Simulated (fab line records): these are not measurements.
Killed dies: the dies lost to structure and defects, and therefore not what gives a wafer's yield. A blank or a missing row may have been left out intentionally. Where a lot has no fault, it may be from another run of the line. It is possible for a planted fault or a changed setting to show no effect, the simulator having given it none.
fab line records	flow sky130
[record] lots = 7	wafers = 18	last-day = 49
route steps=708 shown LDD_N@252 LDD_P@255 LDD_HVN@267 PAD_OPEN@708
lots that met no fault: from a run of the same line without faults
start-h: the number of hours between the record's first day and the start of the first shown wafer of the lot	wait-h: hours elapsed since this lot's preceding step	" as in the row above	L1.1+2: several wafers, shown together as one row	- no value, or no start given	* or withheld: withheld	< > ~ a bound
route shown NAME@n: names a module that has steps shown in the file, with the first one's number in the route	usual: average and standard deviation across the fault-free wafers	same: alike in all rows	chamber/n: place in a boat	sites: each site's reading	_std_site: how widely they spread, as a standard deviation	_edge_site: inner sites' mean taken away from outer sites' mean	radius-mm: how far each site lies from the wafer's centre	mask NAME#n: copy n	behind: the last tool/chamber to shape the wafer	hold: what put the lot on hold/how long, in hours/how the hold closed	device: whichever transistor did not switch (one of n, p or np)	end of line: tests run on the same wafers once the route is complete	where a step has no rows: the recipe by itself	killed: count of dies lost to structure and defects at first sort (not the wafer's yield)	map: a wafer's dies, marking killed ones x, the rest . and places with no die _
set.NAME: setting as actually run; set.NAME@STEP: the setting as run at that earlier step	model.NAME: the simulator's own value behind a step, which no gauge read
lots at selected steps of the route; one table per step, one row per wafer
services: when a tool's chamber went out of use (start-h, in hours from the record's first day, below 0 if earlier), for how many hours, and the reason
[[steps]]
[step SKY_LDD_N_IMPLANT_15]
[recipe] species = BF2	energy-kev = 50	dose-cm2 = 5e+12	tilt-deg = 30	rotation-deg = 270
[step SKY_LDD_N_STRIP_16]
[recipe] chemistry = O2/N2	power-w = 1400	pressure-mtorr = 1500	platen-temp-c = withheld	o2-flow-sccm = 3000	n2-flow-sccm = 300	overash-fraction = 0.5
[usual] drypump-motor-current-A = 5.83/0.18	oes-product-au = 0.407/0.0045	strip-time-to-endpoint-s = 4.313/0.014
lot.wafer	tool	chamber	start-h	wait-h	drypump-motor-current-A	oes-product-au	rf-hours-counter-h	strip-time-to-endpoint-s
L495.3	plasma-asher-02	1	422.30	0.1	5.56	0.411	-	4.327
L495.5	"	1	"	"	5.55	0.408	-	4.328
L495.6	"	0	"	"	5.97	0.405	-	4.338
L499.2	plasma-asher-02	0	452.95	0.1	6.00	0.409	61	4.293
L499.3	"	0	"	"	5.98	0.404	-	4.297
L499.4	"	1	"	"	5.56	0.408	-	4.305
L504.3	plasma-asher-03	1	501.60	0.1	5.61	0.411	-	4.308
L504.5	"	1	"	"	5.65	0.414	-	4.335
L504.6	"	0	"	"	5.98	0.398	-	4.328
L505.1	plasma-asher-03	1	512.61	0.1	5.62	0.400	8	4.320
L505.6	"	0	"	"	5.99	0.406	-	4.301
L506.3	plasma-asher-03	1	521.19	0.1	5.65	0.417	-	4.301
L506.6	"	0	"	"	5.99	0.412	-	4.304
L507.2	plasma-asher-02	0	532.82	0.1	6.00	0.408	70	4.345
L507.6	"	0	"	"	5.98	0.410	-	4.326
L514.1	plasma-asher-02	1	584.50	0.1	5.56	0.407	75	4.309
L514.5	"	1	"	"	5.57	0.406	-	4.313
L514.6	"	0	"	"	6.01	0.416	-	4.316
[step SKY_LDD_N_TW_MEAS_17]
[usual] LDD_N_TW = 2583/19
lot.wafer	tool	chamber	start-h	wait-h	LDD_N_TW
L495.3	film-metro-04	-	422.39	0.1	2575
L495.5	"	-	"	"	2563
L495.6	"	-	"	"	2561
L499.2	film-metro-04	-	453.06	0.1	2572
L499.3	"	-	"	"	2574
L499.4	"	-	"	"	2579
L504.3	film-metro-02	-	501.69	0.1	2566
L504.5	"	-	"	"	2577
L504.6	"	-	"	"	2582
L505.1	film-metro-04	-	512.71	0.1	2576
L505.6	"	-	"	"	2580
L506.3	film-metro-01	-	521.27	0.1	2599
L506.6	"	-	"	"	2605
L507.2	film-metro-02	-	532.93	0.1	2595
L507.6	"	-	"	"	2561
L514.1	film-metro-02	-	584.60	0.1	2575
L514.5	"	-	"	"	2594
L514.6	"	-	"	"	2582
[step SKY_LDD_P_DEHYDRATE_00]
[recipe] temp-c = 200	time-s = 60
[step SKY_LDD_P_HMDS_01]
[recipe] prime-time-s = 60	prime-temp-c = 120
[step SKY_LDD_P_COAT_02]
[recipe] resist = NOVOLAK	spin-rpm = 3000	resist-thk-nm = 1140
[step SKY_LDD_P_SOFTBAKE_03]
[recipe] temp-c = 90	time-s = 60	resist = NOVOLAK
[step SKY_LDD_P_EXPOSE_04]
[recipe] mask-id = PSDM	na = 0.6	source-shape = conventional	sigma-outer = 0.6	polarization = unpolarized	target-cd-nm = 380	dose-mj = 138
[step SKY_LDD_P_PEB_05]
[recipe] temp-c = withheld	time-s = *	resist = NOVOLAK
[step SKY_LDD_P_DEVELOP_06]
[recipe] resist = NOVOLAK	developer = TMAH	develop-time-s = 60	dev-temp-c = 23
[step SKY_LDD_P_CD_MEAS_07]
[recipe] target-cd-nm = 380
[usual] cd-nm = 380.1/2.8
lot.wafer	tool	chamber	start-h	wait-h	cd-nm
L495.3	cd-sem-01	-	452.36	0.1	377.7
L495.5	"	-	"	"	379.4
L495.6	"	-	"	"	377.8
L499.2	cd-sem-02	-	483.09	0.1	380.5
L499.3	"	-	"	"	380.7
L499.4	"	-	"	"	380.0
L504.3	cd-sem-02	-	532.41	0.1	379.5
L504.5	"	-	"	"	378.1
L504.6	"	-	"	"	377.6
L505.1	cd-sem-02	-	542.51	0.1	375.3
L505.6	"	-	"	"	377.8
L506.3	cd-sem-01	-	551.61	0.1	379.4
L506.6	"	-	"	"	379.1
L507.2	cd-sem-01	-	562.83	0.1	382.8
L507.6	"	-	"	"	384.8
L514.1	cd-sem-01	-	613.47	0.1	375.6
L514.5	"	-	"	"	379.6
L514.6	"	-	"	"	376.1
[step SKY_LDD_P_OVL_MEAS_08]
[usual] LDD_P_OVL = 0.6/1.4
lot.wafer	tool	chamber	start-h	wait-h	LDD_P_OVL[nm]
L495.3	overlay-01	-	452.45	0.1	-0.2
L495.5	"	-	"	"	-0.9
L495.6	"	-	"	"	-1.7
L499.2	overlay-01	-	483.19	0.1	-1.0
L499.3	"	-	"	"	-1.7
L499.4	"	-	"	"	-1.5
L504.3	overlay-01	-	532.51	0.1	-0.1
L504.5	"	-	"	"	0.1
L504.6	"	-	"	"	-0.8
L505.1	overlay-02	-	542.63	0.1	0.2
L505.6	"	-	"	"	0.2
L506.3	overlay-02	-	551.70	0.1	-0.9
L506.6	"	-	"	"	-1.0
L507.2	overlay-02	-	562.94	0.1	-1.3
L507.6	"	-	"	"	1.7
L514.1	overlay-02	-	613.59	0.1	0.9
L514.5	"	-	"	"	1.1
L514.6	"	-	"	"	1.9
[step SKY_LDD_P_IMPLANT_09]
[recipe] species = BF2	energy-kev = 25	dose-cm2 = 1e+13	tilt-deg = withheld
lot.wafer	tool	chamber	start-h	wait-h
L495.3+5+6	implanter-04	0	452.52	0.1
L499.2+3+4	implanter-02	0	483.25	0.0
L504.3+5+6	implanter-04	0	532.59	0.1
L505.1+6	implanter-02	0	542.67	0.0
L506.3+6	implanter-02	0	551.77	0.1
L507.2+6	implanter-02	0	562.99	0.0
L514.1+5+6	implanter-01	0	613.62	0.0
[step SKY_LDD_P_STRIP_10]
[recipe] chemistry = O2/N2	power-w = 1400	pressure-mtorr = 1500	platen-temp-c = withheld	o2-flow-sccm = 3000	n2-flow-sccm = 300	overash-fraction = 0.5
[usual] drypump-motor-current-A = 5.7/0.39	oes-product-au = 0.715/0.0044	strip-time-to-endpoint-s = 14.16/0.037
lot.wafer	tool	chamber	start-h	wait-h	drypump-motor-current-A	oes-product-au	rf-hours-counter-h	strip-time-to-endpoint-s
L495.3	plasma-asher-03	1	452.66	0.1	5.6	0.711	-	14.19
L495.5	"	0	"	"	6.0	0.710	-	14.19
L495.6	"	1	"	"	5.6	0.720	-	14.16
L499.2	plasma-asher-04	0	483.37	0.1	4.8	0.713	77	14.16
L499.3	"	1	"	"	5.9	0.715	-	14.13
L499.4	"	0	"	"	4.8	0.712	-	14.16
L504.3	plasma-asher-01	0	532.72	0.1	5.9	0.709	-	14.14
L504.5	"	1	"	"	5.9	0.719	-	14.09
L504.6	"	0	"	"	5.9	0.716	-	14.14
L505.1	plasma-asher-04	1	542.82	0.1	5.9	0.715	83	14.11
L505.6	"	0	"	"	4.8	0.715	-	14.09
L506.3	plasma-asher-03	1	551.91	0.1	5.6	0.718	-	14.20
L506.6	"	0	"	"	6.0	0.715	-	14.19
L507.2	plasma-asher-04	1	563.12	0.1	5.9	0.711	85	14.15
L507.6	"	0	"	"	4.8	0.715	-	14.16
L514.1	plasma-asher-03	1	613.77	0.1	5.7	0.721	18	14.14
L514.5	"	1	"	"	5.7	0.716	-	14.19
L514.6	"	0	"	"	6.0	0.718	-	14.22
[step SKY_LDD_P_TW_MEAS_11]
[usual] LDD_P_TW = 636/4.5
lot.wafer	tool	chamber	start-h	wait-h	LDD_P_TW
L495.3	film-metro-03	-	452.74	0.1	631
L495.5	"	-	"	"	636
L495.6	"	-	"	"	632
L499.2	film-metro-01	-	483.48	0.1	638
L499.3	"	-	"	"	636
L499.4	"	-	"	"	640
L504.3	film-metro-04	-	532.81	0.1	632
L504.5	"	-	"	"	629
L504.6	"	-	"	"	633
L505.1	film-metro-01	-	542.92	0.1	641
L505.6	"	-	"	"	598
L506.3	film-metro-01	-	551.99	0.1	639
L506.6	"	-	"	"	599
L507.2	film-metro-01	-	563.23	0.1	597
L507.6	"	-	"	"	598
L514.1	film-metro-03	-	613.87	0.1	636
L514.5	"	-	"	"	636
L514.6	"	-	"	"	633
[step SKY_LDD_HVN_DEHYDRATE_00]
[recipe] temp-c = 200	time-s = 60
[step SKY_PAD_OPEN_PROBE_99]
[usual] killed_at_M0_to_M3 = 43/6.4	killed_at_M4_up = 2.8/1.7	killed-at-contacts = 24/5.5	killed-at-front-end = 15/4	killed-at-other = 0.3/0.54	killed-dies = 86/9.1	killed-open = 47/6.6	killed-short = 39/6.2
[same] gross-dies = 492	killed-at-back-side = 0
lot.wafer	tool	chamber	start-h	wait-h	killed_at_M0_to_M3	killed_at_M4_up	killed-at-contacts	killed-at-front-end	killed-at-other	killed-dies	killed-open	killed-short	model.etest.tip-p.rs-ohm-sq-range	model.etest.tip-p.rs-ohm-sq	model.etest.tip-p.rs-ohm-sq-rim-less-centre	model.etest.pfet_01v8.drive-ua-um	model.etest.pfet_01v8_hvt.drive-ua-um	model.etest.pfet_01v8.drive-ua-um-range	model.etest.pfet_01v8.vt-sat-v	model.etest.pfet_01v8.vt-v
L495.3	prober-01	-	1088.54	0.2	35	2	16	18	0	71	45	26	133.1	6932	63.14	186.2	138.4	2.511	-0.6032	-0.7907
L495.5	prober-01	-	1088.64	0.2	54	2	23	20	1	100	62	38	272.7	6898	-21.66	192	142.6	5.58	-0.5788	-0.7782
L495.6	prober-01	-	1088.69	0.2	40	4	23	24	0	91	52	39	131.1	6954	19.84	190.5	141.7	8.696	-0.5852	-0.7829
L499.2	prober-02	-	1110.08	0.1	44	2	19	11	0	76	47	29	226.6	6789	95.77	200.8	148.1	5.81	-0.552	-0.7766
L499.3	prober-02	-	1110.13	0.2	38	2	18	14	1	73	39	34	251.6	6750	115.2	200.2	149.4	10.52	-0.5589	-0.7734
L499.4	prober-02	-	1110.18	0.2	43	3	28	8	1	83	45	38	114.7	6776	66.35	205	153.9	7.953	-0.543	-0.7664
L504.3	prober-01	-	1137.42	0.2	42	4	22	14	0	82	43	39	210.6	6713	146.5	197.4	148.4	6.596	-0.5341	-0.7606
L504.5	prober-01	-	1137.52	0.2	38	5	24	19	0	86	55	31	228.8	6731	88.18	201.6	150.5	6.726	-0.532	-0.7594
L504.6	prober-01	-	1137.57	0.2	37	1	21	13	0	72	42	30	221.3	6708	60.44	198.9	146.3	9.533	-0.5431	-0.759
L505.1	prober-02	-	1148.14	0.1	29	0	21	20	0	70	38	32	153.2	6792	93.65	196.2	146.8	9.132	-0.5561	-0.7685
L505.6	prober-02	-	1148.39	0.2	53	3	20	22	1	99	58	41	3363	9992	-1544	187.7	139.4	11.54	-0.6165	-0.8063
L506.3	prober-01	-	1155.89	0.2	45	1	26	22	0	94	47	47	200.7	6959	-60.64	184.1	136.7	5.207	-0.6373	-0.8113
L506.6	prober-01	-	1156.04	0.2	50	4	29	15	0	98	56	42	3710	1.026e+04	-1604	180.6	134	15.79	-0.6616	-0.8323
L507.2	prober-02	-	1159.00	0.1	49	4	22	18	1	94	42	52	3352	9864	-1342	190.5	141.4	16.4	-0.6031	-0.8002
L507.6	prober-02	-	1159.20	0.2	42	2	28	17	1	90	45	45	3353	9906	-1494	184.3	138	14.35	-0.6208	-0.803
L514.1	prober-01	-	1186.85	0.1	37	3	22	22	0	84	47	37	120.9	6922	-74.23	189.7	140.7	4.81	-0.5893	-0.783
L514.5	prober-01	-	1187.05	0.2	39	2	23	17	0	81	41	40	225.4	6863	-91.34	194.2	145.9	5.162	-0.571	-0.7728
L514.6	prober-01	-	1187.10	0.2	40	3	24	15	0	82	44	38	166.7	6837	-76.57	190	141.8	6.51	-0.5949	-0.7833
// killed by level:class
L495.3 VIA1:geometric-particle:open=14 CONTACT:geometric-particle:open=7 VIA3:geometric-particle:open=6 POLY_GATE:geometric-particle:short=5 FIELD_ISO:geometric-particle:short=4 POLY_GATE:geometric-particle:open=4 LI_CONTACT:geometric-particle:open=4 CONTACT:geometric-particle:short=4
L495.5 VIA1:geometric-particle:open=13 VIA2:geometric-particle:open=13 VIA3:geometric-particle:open=10 CONTACT:geometric-particle:open=9 CONTACT:geometric-particle:short=6 METAL2:geometric-particle:short=6 FIELD_ISO:geometric-particle:short=5 POLY_GATE:geometric-particle:short=5
L495.6 CONTACT:geometric-particle:open=9 METAL2:geometric-particle:short=8 VIA1:geometric-particle:open=7 VIA2:geometric-particle:open=7 FIELD_ISO:geometric-particle:open=6 LI_CONTACT:geometric-particle:open=6 METAL4:geometric-particle:short=4 VIA3:geometric-particle:open=4
L499.2 VIA1:geometric-particle:open=11 VIA2:geometric-particle:open=7 CONTACT:geometric-particle:open=6 VIA3:geometric-particle:open=6 LI_CONTACT:geometric-particle:open=5 FIELD_ISO:geometric-particle:open=4 METAL2:geometric-particle:short=4 LOCAL_INTERCONNECT:geometric-particle:short=3
L499.3 VIA1:geometric-particle:open=7 VIA2:geometric-particle:open=7 VIA3:geometric-particle:open=6 LI_CONTACT:geometric-particle:open=5 METAL1:geometric-particle:short=5 LI_CONTACT:geometric-particle:short=4 CONTACT:geometric-particle:open=4 METAL2:geometric-particle:short=4
L499.4 CONTACT:geometric-particle:open=11 VIA1:geometric-particle:open=9 LI_CONTACT:geometric-particle:open=7 VIA2:geometric-particle:open=6 METAL1:geometric-particle:short=6 METAL2:geometric-particle:short=6 CONTACT:geometric-particle:short=5 METAL3:geometric-particle:short=5
L504.3 VIA1:geometric-particle:open=13 LI_CONTACT:geometric-particle:open=9 VIA2:geometric-particle:open=7 POLY_GATE:geometric-particle:short=6 CONTACT:geometric-particle:open=5 METAL4:geometric-particle:short=4 CONTACT:geometric-particle:short=4 METAL1:geometric-particle:short=4
L504.5 CONTACT:geometric-particle:open=14 VIA3:geometric-particle:open=9 VIA1:geometric-particle:open=8 VIA2:geometric-particle:open=7 FIELD_ISO:geometric-particle:short=6 POLY_GATE:geometric-particle:open=4 FIELD_ISO:geometric-particle:open=3 LOCAL_INTERCONNECT:geometric-particle:short=3
L504.6 CONTACT:geometric-particle:open=9 VIA1:geometric-particle:open=7 VIA2:geometric-particle:open=7 LI_CONTACT:geometric-particle:open=6 CONTACT:geometric-particle:short=5 VIA3:geometric-particle:open=4 POLY_GATE:geometric-particle:short=4 VIA2:geometric-particle:short=3
L505.1 VIA1:geometric-particle:open=10 CONTACT:geometric-particle:open=8 POLY_GATE:geometric-particle:short=7 CONTACT:geometric-particle:short=6 FIELD_ISO:geometric-particle:short=4 POLY_GATE:geometric-particle:open=4 METAL2:geometric-particle:short=4 VIA3:geometric-particle:open=4
L505.6 VIA1:geometric-particle:open=15 VIA3:geometric-particle:open=9 CONTACT:geometric-particle:open=8 VIA1:geometric-particle:short=7 FIELD_ISO:geometric-particle:open=6 FIELD_ISO:geometric-particle:short=5 LI_CONTACT:geometric-particle:open=5 METAL2:geometric-particle:short=5
L506.3 CONTACT:geometric-particle:open=12 METAL1:geometric-particle:short=10 VIA1:geometric-particle:open=9 POLY_GATE:geometric-particle:short=7 LI_CONTACT:geometric-particle:open=6 CONTACT:geometric-particle:short=6 FIELD_ISO:geometric-particle:short=5 POLY_GATE:geometric-particle:open=5
L506.6 LI_CONTACT:geometric-particle:open=11 VIA1:geometric-particle:open=11 CONTACT:geometric-particle:open=10 METAL1:geometric-particle:short=9 VIA2:geometric-particle:open=8 POLY_GATE:geometric-particle:short=7 VIA1:geometric-particle:short=7 METAL2:geometric-particle:short=4
L507.2 VIA3:geometric-particle:open=10 METAL1:geometric-particle:short=8 VIA1:geometric-particle:open=8 METAL2:geometric-particle:short=7 VIA1:geometric-particle:short=6 LOCAL_INTERCONNECT:geometric-particle:short=6 FIELD_ISO:geometric-particle:short=5 LI_CONTACT:geometric-particle:open=5
L507.6 LOCAL_INTERCONNECT:geometric-particle:short=11 VIA1:geometric-particle:open=10 METAL2:geometric-particle:short=9 LI_CONTACT:geometric-particle:open=6 VIA1:geometric-particle:short=5 VIA2:geometric-particle:open=5 FIELD_ISO:geometric-particle:short=4 METAL1:geometric-particle:open=4
L514.1 VIA1:geometric-particle:open=10 FIELD_ISO:geometric-particle:open=8 CONTACT:geometric-particle:open=7 VIA2:geometric-particle:open=6 POLY_GATE:geometric-particle:short=5 METAL1:geometric-particle:short=5 LI_CONTACT:geometric-particle:open=4 CONTACT:geometric-particle:short=4
L514.5 VIA1:geometric-particle:open=9 LI_CONTACT:geometric-particle:open=7 FIELD_ISO:geometric-particle:open=6 METAL2:geometric-particle:short=6 FIELD_ISO:geometric-particle:short=5 LI_CONTACT:geometric-particle:short=5 CONTACT:geometric-particle:open=5 VIA1:geometric-particle:short=5
L514.6 CONTACT:geometric-particle:open=10 VIA1:geometric-particle:open=8 VIA3:geometric-particle:open=7 FIELD_ISO:geometric-particle:open=5 POLY_GATE:geometric-particle:open=5 CONTACT:geometric-particle:short=5 METAL2:geometric-particle:short=5 VIA2:geometric-particle:short=4
[[services]]
tool	chamber	start-h	hours	kind
implanter-02	-	403.15	2.8	repair
implanter-02	-	404.96	1.2	repair
plasma-asher-02	-	419.14	0.8	repair
plasma-asher-01	-	420.99	1.3	repair
plasma-asher-03	-	421.25	9.0	pm
plasma-asher-03	0	421.25	9.0	vent-cycle
plasma-asher-03	1	421.25	9.0	vent-cycle
implanter-04	-	429.36	5.8	repair
plasma-asher-03	0	430.25	-	clean
plasma-asher-03	1	430.25	-	clean
plasma-asher-01	-	488.50	1.9	repair
implanter-04	-	488.80	3.0	repair
implanter-04	-	491.83	3.5	pm
implanter-04	-	556.13	16.3	repair
implanter-02	-	569.95	3.3	pm
plasma-asher-03	-	588.20	2.9	repair
implanter-01	-	595.62	6.2	repair
implanter-02	-	602.05	3.6	repair
[[key]]
[first-sign] step = SKY_LDD_P_TW_MEAS_11	reading = LDD_P_TW	direction = down	sigmas = 8.4	usual = 636	struck = 598
effect none on later readings
[model-effect] step = SKY_PAD_OPEN_PROBE_99	value = etest.tip-p.rs-ohm-sq-range	without = 165.4	struck = 3444
met-at SKY_LDD_P_IMPLANT_09
struck-wafers L505.6,L506.6,L507.2,L507.6
tester-left-out L505,L506,L507
onset-between 483.25 542.67
[fault] kind = process-parameter-drift	tool = implanter-02	chamber = -	onset-h = 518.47	steps = SKY_LDD_P_IMPLANT_09	channel = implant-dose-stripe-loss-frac	offset = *	shape = step	end-h = 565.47	scope = struck-wafers-only
// tester-left-out: of these lots the tester's yield and bins aren't shown, on N5 and GAA mostly nor the transistor test; their killed dies are dies lost to structure and defects alone, not to doping, threshold or leakage, so they don't give the yield
